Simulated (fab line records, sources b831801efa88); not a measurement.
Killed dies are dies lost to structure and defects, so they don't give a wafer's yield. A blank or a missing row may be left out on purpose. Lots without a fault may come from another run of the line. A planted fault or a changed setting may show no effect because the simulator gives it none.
Chamber matching | flow gf180mcu | GF_CONTACT_CMP_04 on cmp-01: 4 sister chambers
The step polishes SiO2. 4 wafers are shown with their chamber, then 12 later ones without.

WAFERS WITH THEIR CHAMBER
wafer  | chamber | motor_current_A (A)
L088.3 | 3       | 13.1
L088.6 | 0       | 11.9
L090.4 | 2       | 12.7
L090.6 | 1       | 12.0

WAFERS WITHOUT THEIR CHAMBER
wafer  | motor_current_A (A)
L091.3 | 13.2
L091.4 | 13.7
L091.5 | 11.9
L094.2 | 12.7
L094.3 | 11.5
L094.4 | 12.7
L093.3 | 11.9
L093.4 | 12.8
L093.6 | 11.8
L096.2 | 12.0
L096.3 | 12.5
L096.5 | 12.8

WHICH CHAMBER EACH WENT THROUGH
wafer  | from the rows above               | in truth
L091.3 | can't be placed: 3 or 2           | 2
L091.4 | can't be placed: 3 or 2           | 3
L091.5 | can't be placed: 0 or 1           | 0
L094.2 | can't be placed: 2 or 3           | 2
L094.3 | can't be placed: 0 or 1           | 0
L094.4 | can't be placed: 2 or 3           | 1
L093.3 | can't be placed: 0 or 1           | 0
L093.4 | can't be placed: 2 or 3           | 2
L093.6 | can't be placed: 0 or 1           | 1
L096.2 | can't be placed: 1 or 0           | 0
L096.3 | can't be placed: 2 or 1 or 0 or 3 | 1
L096.5 | can't be placed: 2 or 3           | 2
Placed correctly: 0 of 12. Can't be placed from these rows: 12 (the true chamber is among the candidates in 11). Placed wrongly: 0.
How it was worked out, from the rows above alone: a wafer's distance from a chamber is the root of the sum, over the readings, of the square of ((its reading less the chamber's mean) divided by the reading's scatter). The wafer belongs to the nearest chamber; if the next one is less than 2 further off, it can't be placed. A chamber's mean is the mean of its shown wafers. The scatter: with one shown wafer a chamber, the root of the mean of the squares of how far each hidden wafer lies from its nearest shown one.
